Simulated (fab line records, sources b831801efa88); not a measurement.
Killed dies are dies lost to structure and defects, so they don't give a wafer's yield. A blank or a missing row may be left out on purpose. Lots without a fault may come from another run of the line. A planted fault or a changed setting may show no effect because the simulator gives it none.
fab line records | flow sky130
record lots=14 wafers=42 last_day=50
route steps=708 shown VT_ADJUST_PCH@150 LDD_HVN@271 METAL2@486
lots that met no fault: from a run of the same line without faults
start_h: hours from the record's first day to the start of the lot's first wafer shown | wait_h: hours since the lot's step before | " the same as in the row above | L1.1+2: a row that stands for several wafers | - no value, or no start given | * or withheld: withheld | < > ~ a bound
route shown NAME@n: a module of which the file shows steps, and the number in the route of the first | usual: mean/standard deviation of fault-free wafers | same: alike in all rows | chamber/n: place in a boat | sites: the reading at each site | _std_site: their standard deviation | _edge_site: outer sites' mean less inner sites' | radius_mm: how far each site lies from the wafer's centre | mask NAME#n: copy n | behind: the tool/chamber that last shaped the wafer | hold: why the lot was held/for how many hours/how that ended | device: the transistor (n, p or np) that didn't switch | end of line: the same wafers' tests at the end of the route | a step without rows: its recipe alone | killed: dies lost to structure and defects at the first sort, not the wafer's yield | map: a wafer's dies, x killed, . not, _ none there
set.NAME: the setting as run; set.NAME@STEP: as run at that earlier step | model.NAME: the simulator's own value behind a step, which no gauge read
steps of the route over a sample of lots; a table a step, a row a wafer
services: from which hour (start_h, from the record's first day; less than 0 if before it) a tool's chamber was out of use, for how many hours, and why
## steps
# step SKY_VT_ADJUST_PCH_OVL_MEAS_07
# usual VT_ADJUST_PCH_OVL=0.1/1.8
# columns lot.wafer tool chamber start_h wait_h VT_ADJUST_PCH_OVL[nm]
L605.2 overlay-01 - 227.54 - 0.3
L605.4 " - " " -0.6
L605.5 " - " " 0.4
L608.1 overlay-02 - 248.98 - 0.9
L608.3 " - " " 0.1
L608.4 " - " " 1.7
L610.1 overlay-01 - 262.43 - -0.7
L610.3 " - " " -0.8
L610.6 " - " " 0.1
L617.1 overlay-02 - 325.63 - -2.5
L617.3 " - " " -0.7
L617.4 " - " " -0.1
L618.2 overlay-02 - 331.35 - 1.5
L618.4 " - " " 3.4
L618.5 " - " " 2.4
L619.1 overlay-01 - 334.59 - 1.6
L619.2 " - " " 1.0
L619.4 " - " " -1.1
L620.1 overlay-01 - 343.53 - 0.1
L620.2 " - " " 0.4
L620.3 " - " " 0.8
L622.2 overlay-01 - 360.65 - 1.1
L622.4 " - " " 0.7
L622.6 " - " " 0.7
L623.1 overlay-02 - 368.08 - 0.9
L623.4 " - " " 1.1
L623.5 " - " " -0.2
L624.3 overlay-01 - 373.14 - 2.0
L624.4 " - " " 2.1
L624.6 " - " " 1.0
L625.1 overlay-02 - 380.28 - 0.0
L625.3 " - " " -0.6
L625.4 " - " " -0.9
L626.2 overlay-02 - 387.59 - 0.6
L626.3 " - " " 0.8
L626.6 " - " " 3.3
L627.2 overlay-02 - 393.29 - 2.4
L627.4 " - " " 1.5
L627.6 " - " " 2.4
L628.1 overlay-01 - 411.53 - -1.1
L628.3 " - " " -2.7
L628.4 " - " " -2.0
# step SKY_LDD_HVN_EXPOSE_04
# recipe mask_id=HVNTM na=0.6 source_shape=conventional sigma_outer=0.6 polarization=unpolarized target_cd_nm=700 dose_mj=127
# usual exposure_dose_mJ_cm2=126.99/0.11 focus_offset_nm=-0.1/0.54 reticle_temp_C=23.03/0.11
# columns lot.wafer tool chamber start_h wait_h mask exposure_dose_mJ_cm2 focus_offset_nm reticle_temp_C
L605.2 iline_stepper-01 0 448.08 - HVNTM#0 127.03 1.1 22.98
L605.4 " 0 " " HVNTM#0 127.02 0.5 22.99
L605.5 " 0 " " HVNTM#0 127.00 -0.8 22.95
L608.1 iline_stepper-01 0 472.98 - HVNTM#0 126.84 0.5 23.15
L608.3 " 0 " " HVNTM#0 126.82 -0.6 23.20
L608.4 " 0 " " HVNTM#0 126.95 0.0 23.14
L610.1 iline_stepper-01 0 491.09 - HVNTM#0 127.11 -0.5 23.23
L610.3 " 0 " " HVNTM#0 127.16 -0.3 23.11
L610.6 " 0 " " HVNTM#0 126.93 -0.6 23.11
L617.1 iline_stepper-02 - 568.16 - HVNTM#0 - - -
L617.3 " - " " HVNTM#0 - - -
L617.4 " - " " HVNTM#0 - - -
L618.2 iline_stepper-02 - 573.11 - HVNTM#0 - - -
L618.4 " - " " HVNTM#0 - - -
L618.5 " - " " HVNTM#0 - - -
L619.1 iline_stepper-02 0 579.38 - HVNTM#0 126.90 0.0 23.14
L619.2 " 0 " " HVNTM#0 126.80 0.6 23.09
L619.4 " 0 " " HVNTM#0 126.92 0.4 22.93
L620.1 iline_stepper-02 0 586.68 - HVNTM#0 126.89 0.1 23.19
L620.2 " 0 " " HVNTM#0 126.97 0.3 23.05
L620.3 " 0 " " HVNTM#0 126.91 0.3 22.84
L622.2 iline_stepper-02 0 610.17 - HVNTM#0 126.93 -0.7 22.81
L622.4 " 0 " " HVNTM#0 126.88 -0.2 22.92
L622.6 " 0 " " HVNTM#0 126.89 -1.2 23.09
L623.1 iline_stepper-01 0 614.61 - HVNTM#0 126.98 0.0 23.09
L623.4 " 0 " " HVNTM#0 127.05 -0.9 22.96
L623.5 " 0 " " HVNTM#0 127.04 -1.5 23.11
L624.3 iline_stepper-02 0 619.74 - HVNTM#0 127.05 1.0 22.81
L624.4 " 0 " " HVNTM#0 127.00 0.9 22.89
L624.6 " 0 " " HVNTM#0 127.02 0.4 23.01
L625.1 iline_stepper-01 0 620.91 - HVNTM#0 127.14 -0.2 22.81
L625.3 " 0 " " HVNTM#0 127.19 0.0 22.99
L625.4 " 0 " " HVNTM#0 127.19 0.4 22.93
L626.2 iline_stepper-02 0 634.53 - HVNTM#0 127.09 -0.2 22.91
L626.3 " 0 " " HVNTM#0 126.98 -0.1 23.24
L626.6 " 0 " " HVNTM#0 127.15 0.0 23.21
L627.2 iline_stepper-02 0 638.55 - HVNTM#0 127.02 -0.2 23.07
L627.4 " 0 " " HVNTM#0 127.04 -1.0 23.20
L627.6 " 0 " " HVNTM#0 126.97 -0.5 23.03
L628.1 iline_stepper-02 0 653.44 - HVNTM#0 126.94 -0.9 22.91
L628.3 " 0 " " HVNTM#0 126.95 0.0 23.01
L628.4 " 0 " " HVNTM#0 127.02 -0.2 22.94
# step SKY_METAL2_SPUTTER_03
# recipe material=Ti target_thk_nm=5 power_w=3000 time_s=3.3 chamber_pressure_pa=0.4
# usual throttle_valve_pct=29.8/1
# columns lot.wafer tool chamber start_h wait_h throttle_valve_pct
L605.2 pvd_sputter-02 - 794.97 0.0 29.1
L605.4 " - " " 31.2
L605.5 " - " " 31.0
L608.1 pvd_sputter-01 - 814.18 0.0 29.1
L608.3 " - " " 30.9
L608.4 " - " " 29.6
L610.1 pvd_sputter-02 - 833.97 0.0 31.2
L610.3 " - " " 30.4
L610.6 " - " " 29.3
L617.1 pvd_sputter-01 - 896.41 0.0 28.5
L617.3 " - " " 28.4
L617.4 " - " " 30.8
L618.2 pvd_sputter-02 - 898.39 0.0 29.0
L618.4 " - " " 31.6
L618.5 " - " " 30.5
L619.1 pvd_sputter-02 - 900.38 0.0 30.4
L619.2 " - " " 28.9
L619.4 " - " " 31.3
L620.1 pvd_sputter-02 - 911.17 0.0 31.7
L620.2 " - " " 30.3
L620.3 " - " " 28.8
L622.2 pvd_sputter-01 - 932.80 0.0 30.6
L622.4 " - " " 28.4
L622.6 " - " " 30.4
L623.1 pvd_sputter-03 - 933.93 0.0 30.3
L623.4 " - " " 29.9
L623.5 " - " " 30.7
L624.3 pvd_sputter-03 - 937.78 0.0 30.4
L624.4 " - " " 29.8
L624.6 " - " " 29.8
L625.1 pvd_sputter-01 - 940.13 0.0 28.7
L625.3 " - " " 30.7
L625.4 " - " " 28.3
L626.2 pvd_sputter-01 - 951.14 0.0 28.8
L626.3 " - " " 30.8
L626.6 " - " " 29.4
L627.2 pvd_sputter-02 - 954.49 0.0 31.2
L627.4 " - " " 28.8
L627.6 " - " " 31.7
L628.1 pvd_sputter-01 - 969.42 0.0 28.3
L628.3 " - " " 30.5
L628.4 " - " " 29.2
# step SKY_METAL2_DESCUM_17
# recipe chemistry=O2 source_power_w=150 bias_power_w=0 pressure_mtorr=10 temp_c=40 time_s=8
# usual drypump_motor_current_A=5.6/0.49 oes_product_au=0.999/0.011
# columns lot.wafer tool chamber start_h wait_h drypump_motor_current_A oes_product_au rf_hours_counter_h
L605.2 rie_metal-02 0 821.69 0.0 6.1 1.009 7
L605.4 " 0 " " 6.1 1.000 -
L605.5 " 1 " " 5.3 1.015 -
L608.1 rie_metal-01 0 841.10 0.0 5.8 1.006 7
L608.3 " 1 " " 4.9 0.989 -
L608.4 " 0 " " 5.8 1.015 -
L610.1 rie_metal-02 0 859.74 0.0 6.1 0.998 9
L610.3 " 1 " " 5.3 1.005 -
L610.6 " 1 " " 5.3 1.008 -
L617.1 rie_metal-01 0 922.19 0.0 5.8 0.995 11
L617.3 " 0 " " 5.8 1.000 -
L617.4 " 1 " " 4.8 0.977 -
L618.2 rie_metal-02 1 924.25 0.0 5.3 1.018 18
L618.4 " 1 " " 5.3 1.009 -
L618.5 " 0 " " 6.1 0.999 -
L619.1 rie_metal-04 1 925.85 0.0 5.4 1.004 8
L619.2 " 1 " " 5.4 1.006 -
L619.4 " 1 " " 5.4 1.007 -
L620.1 rie_metal-01 0 935.39 0.0 5.8 1.002 11
L620.2 " 1 " " 4.8 0.994 10
L620.3 " 1 " " 4.8 0.994 -
L622.2 rie_metal-04 1 957.49 0.0 5.4 1.005 10
L622.4 " 1 " " 5.4 1.002 -
L622.6 " 0 " " 6.2 0.983 -
L623.1 rie_metal-04 0 959.59 0.0 6.2 0.979 16
L623.4 " 0 " " 6.2 0.979 -
L623.5 " 0 " " 6.2 0.989 -
L624.3 rie_metal-02 1 961.40 0.0 5.3 1.026 -
L624.4 " 0 " " 6.1 0.994 -
L624.6 " 0 " " 6.1 0.995 -
L625.1 rie_metal-01 1 963.85 0.0 4.8 0.992 11
L625.3 " 0 " " 5.8 1.009 -
L625.4 " 1 " " 4.8 0.990 -
L626.2 rie_metal-01 0 975.84 0.0 5.8 1.001 13
L626.3 " 1 " " 4.8 0.987 -
L626.6 " 1 " " 4.8 0.982 -
L627.2 rie_metal-04 0 978.94 0.0 6.2 0.987 17
L627.4 " 0 " " 6.2 0.982 -
L627.6 " 1 " " 5.4 1.012 -
L628.1 rie_metal-04 1 994.15 0.0 5.4 1.013 12
L628.3 " 0 " " 6.2 0.991 -
L628.4 " 1 " " 5.4 1.007 -
## services
# columns tool chamber start_h hours kind
pvd_sputter-01 - 431.89 1.1 repair
pvd_sputter-02 - 447.32 3.2 repair
iline_stepper-01 - 460.31 1.7 pm
rie_metal-01 - 512.42 0.3 repair
iline_stepper-01 - 517.97 5.2 repair
rie_metal-04 - 543.01 1.4 pm
iline_stepper-01 - 546.77 4.8 repair
iline_stepper-01 - 600.43 0.7 repair
rie_metal-01 0 602.71 18.1 repair
iline_stepper-02 - 603.20 1.7 pm
pvd_sputter-02 - 615.11 2.2 repair
iline_stepper-02 - 625.76 4.9 repair
iline_stepper-01 - 642.07 2.7 repair
iline_stepper-02 - 658.46 4.3 pm
iline_stepper-02 - 663.77 6.6 repair
rie_metal-04 1 676.84 10.0 repair
iline_stepper-01 - 678.43 1.7 pm
rie_metal-04 1 687.38 2.9 repair
pvd_sputter-02 - 717.27 3.4 repair
pvd_sputter-02 - 785.77 3.3 repair
pvd_sputter-02 - 788.76 2.8 repair
pvd_sputter-01 - 794.86 1.2 repair
iline_stepper-02 - 821.41 1.7 pm
pvd_sputter-02 - 952.40 1.0 repair
## key
first_sign step=SKY_LDD_HVN_EXPOSE_04 reading=tool_record direction=missing
effect none on later readings
met_at SKY_LDD_HVN_EXPOSE_04
struck_lots L617,L618
sort_left_out L617.1,L617.3,L617.4,L618.2,L618.4,L618.5
tester_left_out L617,L618
not_acting_at SKY_VT_ADJUST_PCH_OVL_MEAS_07,SKY_METAL2_SPUTTER_03,SKY_METAL2_DESCUM_17
fault kind=skipped_step_whole tool=iline_stepper-02 chamber=- onset_h=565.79 steps=SKY_LDD_HVN_EXPOSE_04 scope=struck_lots_only
# tester_left_out: of these lots the tester's yield and bins aren't shown, on N5 and GAA mostly nor the transistor test; their killed dies are dies lost to structure and defects alone, not to doping, threshold or leakage, so they don't give the yield
# sort_left_out: the simulated sort isn't trusted on such a fault, so these wafers' sort isn't shown, and their yield isn't known
